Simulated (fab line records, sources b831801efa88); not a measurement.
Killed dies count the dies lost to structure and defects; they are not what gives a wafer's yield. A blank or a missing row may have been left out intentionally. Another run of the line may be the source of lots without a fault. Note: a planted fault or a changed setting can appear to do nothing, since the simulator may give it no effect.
A struck lot beside a sound one ; flow sky130 ; 16 steps out of a route of 708
Sound: the wafers L559.1, L559.3, L559.5. The struck wafers were L575.1, L575.2, L575.3. Last of all comes the cause.
Per side, at each step with rows, come the tool, then ch with its chambers, and then its first start. Under that, the readings that differ: sound wafers ; struck wafers ; difference of the means ; sigmas: that difference in standard deviations of wafers without a fault.
alike: a reading whose means differ by less than 2 such deviations, as well as words and numbers matching on both sides. not compared: withheld readings; readings where some wafer has no value; bounds like >300 that might hide an equal value; numbers whose values overlap and for which the record gives no deviation.
Wherever a step has rows on one side only, a row that says differs or no value, or a row with sigmas, the two part there. Numbers that have no deviation but don't overlap get no sigmas and don't part them. Lack of a reading on every wafer of one side parts them only where that side has two or more wafers.

first, 2 steps without rows for these wafers: SKY_METAL4_PEB_11; SKY_METAL4_DEVELOP_12 (develop time 60 s).
SKY_METAL4_CD_MEAS_13: target cd 300 nm.
  struck on cd_sem-01, day 46 07:57; sound on cd_sem-02, day 41 15:39
  alike: cd_nm
SKY_METAL4_OVL_MEAS_14:
  struck on overlay-02, day 46 08:04; sound on overlay-01, day 41 15:46
  alike: METAL4_OVL
SKY_METAL4_DESCUM_15: chemistry O2, time 8 s.
  sound on rie_metal-02 ch 0,1, day 41 15:48; struck on rie_metal-01 ch 0,1, day 46 08:07
  alike: drypump_motor_current_A, oes_product_au
  not compared: rf_hours_counter_h
SKY_METAL4_ETCH_16: etches BARC in N2/H2, stops on SiO2, time 88.2 s, target depth 60 nm.
  sound on rie_metal-02 ch 0,1, day 41 15:50; struck on rie_metal-01 ch 0,1, day 46 08:08
  alike: bias_w, drypump_motor_current_A, oes_product_au, throttle_valve_pct
  not compared: rf_hours_counter_h
SKY_METAL4_ETCH_17: etches SiO2 in C4F8/O2/Ar, stops on TiN, time 3.9 s, target depth 15 nm.
  sound on rie_diel-04 ch 1,2, day 41 15:56; struck on rie_diel-04 ch 0,1,3, day 46 08:14
  alike: bias_w, oes_product_au
  not compared: rf_hours_counter_h
then, 1 step without rows for these wafers: SKY_METAL4_METAL_ETCH_18 (etches the open film in Cl2/BCl3, stops on SiO2, target depth 845 nm, time 183.1 s).
SKY_METAL4_STRIP_19: strips in O2/N2.
  sound on plasma_asher-01 ch 0,1, day 41 16:08; struck on plasma_asher-04 ch 0,1, day 46 08:26
  alike: drypump_motor_current_A, oes_product_au, strip_time_to_endpoint_s
  not compared: rf_hours_counter_h
then, 3 steps without rows for these wafers: SKY_METAL4_STRIP_20 (strips in post etch residue remover, time 1200 s); SKY_METAL4_CLEAN_21 (cleans in IPA, time 180 s); SKY_METAL4_CLEAN_22 (cleans in O3/DIW).
SKY_VIA4_HDPCVD_00: deposits SiO2, target thk 1750 nm, time 291.7 s.
  sound on hdpcvd-01 ch 1,2, day 41 16:43; struck on hdpcvd-02 ch 0,1,2, day 46 09:05
reading;sound;struck;difference;sigmas
sih4_flow_sccm (sccm);60.27 59.86 59.88;90.07 89.85 90.04;+29.98;+99 or more
model.SiO2_of_VIA4_HDPCVD_00.thk_nm (nm);1761 1760 1774;2644 2647 2629;+875;
SKY_VIA4_THK_MEAS_01:
  struck on film_metro-01, day 46 09:16; sound on film_metro-03, day 41 16:54
reading;sound;struck;difference;sigmas
VIA4_HDPCVD_THK (nm);1761 1761 1774;2644 2647 2628;+874;+51
SKY_VIA4_CMP_02: polishes SiO2.
  sound on cmp-01 ch 0,2, day 41 17:01; struck on cmp-01 ch 0,1,3, day 46 09:22
  alike: motor_current_A, slurry_flow_ml_min
-- the record jumps here: 3 days lie between the struck wafers' starts before and after (it left off in module VIA4 and takes up again in module PAD_OPEN, whose first step shown is number 708 of the route) --
SKY_PAD_OPEN_PROBE_99:
  struck on prober-02, day 49 16:49; sound on prober-01, day 45 16:37
  alike: defect_limited_yield, killed_at_M0_to_M3, killed_at_M4_up, killed_at_contacts, killed_at_front_end, killed_at_other, killed_dies, killed_open, killed_short, sort_bin_3_pad_short, sort_bin_5_function, sort_bin_6_memory, sort_n_pass, sort_yield_pct

## WHERE THEY PART
Last at SKY_VIA4_THK_MEAS_01 as far as this record goes, first at SKY_VIA4_HDPCVD_00. Later steps at which nothing parts them and some readings are alike: SKY_VIA4_CMP_02, SKY_PAD_OPEN_PROBE_99.

WHY: what the simulator had put in
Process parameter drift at SKY_VIA4_HDPCVD_00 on hdpcvd-02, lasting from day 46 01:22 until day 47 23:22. The setting sih4_flow_sccm was moved by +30, starting from 60. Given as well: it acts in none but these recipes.
